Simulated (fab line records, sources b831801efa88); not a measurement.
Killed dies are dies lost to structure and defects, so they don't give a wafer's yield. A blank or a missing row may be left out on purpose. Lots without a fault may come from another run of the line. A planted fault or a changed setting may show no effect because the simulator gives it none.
Problem report in the 8D (eight disciplines) form, filled by code | flow gf180mcu | the parts of the form that need people (team, actions taken, sign-off) are left out

1. THE PROBLEM
wafer_temp_C_max at GF_SALICIDE_RTA_08 reads a mean of 683.2 on 9 wafers of 3 lots; wafers without a fault read 804.8 with a standard deviation of 0.89. That is -99 or more standard deviations from the usual mean.
The step: time 30 s.
First seen on wafer L517.3, day 20 01:16, on rtp_anneal-01. The record holds 21 wafers of 7 lots with a number at this step. Rule for "out", or "out of limits": more than 4 standard deviations from the usual mean. The other wafers with a number count as sound.

2. WHAT IT IS AND WHAT IT IS NOT
question                    | is                               | is not
which readings at this step | wafer_temp_C_max, lamp_power_pct | chamber_o2_ppm
which lots                  | L517, L518, L519                 | L512, L523, L527, L529
which wafers of those lots  | all that have a number           | -
read on which tools         | rtp_anneal-01                    | rtp_anneal-02
when                        | from day 20 01:16                | up to then (3 sound wafers); but 9 sound wafers of L523, L527, L529 came after

3. SUSPECTS, AND WHAT RULES EACH OUT
Counting: a tool at a process step up to the reading stays a suspect if it ran every lot that is out and no sound lot after the first of them.
- plasma_asher-04 at GF_SAB_STRIP_13 (strips in O2/N2): ruled out as a lasting fault. Sound lots L523 ran on it after its first lot that is out, L517 (day 20 00:39).
- rtp_anneal-01 at GF_SALICIDE_RTA_06 (time 30 s): ruled out as a lasting fault. Sound lots L523 ran on it after its first lot that is out, L517 (day 20 01:04).
- rtp_anneal-01 at GF_SALICIDE_RTA_08 (time 30 s): ruled out as a lasting fault. Sound lots L527, L529 ran on it after its first lot that is out, L517 (day 20 01:16).
Left after counting: nothing in the record.

4. THE CAUSE (what the simulator had put in)
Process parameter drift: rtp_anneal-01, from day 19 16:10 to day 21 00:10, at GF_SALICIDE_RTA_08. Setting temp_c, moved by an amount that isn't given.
Counting ruled it out, wrongly.

5. THE CHAIN OF EFFECTS, in route order
Each row: a reading whose mean over the struck wafers that have a number lies more than 3 standard deviations from the usual. Only readings for which the record gives a usual standard deviation are gone through. hours: the time from each lot's start at the first step in this table that gives one to its start at this step, as a median over the lots. sigmas: the change in usual standard deviations.
hours | step               | reading          | usual  | on struck wafers | change | sigmas
0     | GF_SALICIDE_RTA_08 | lamp_power_pct   | 17.0 % | 11.3             | -5.7   | -7.1
0     | GF_SALICIDE_RTA_08 | wafer_temp_C_max | 804.8  | 683.2            | -121.6 | -99 or more
The process steps in it:
- GF_SALICIDE_RTA_08: time 30 s.

6. WHAT WOULD HAVE CAUGHT IT SOONER
In this record the first reading out of limits was taken at day 20 01:16, 9 hours after the fault began at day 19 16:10.
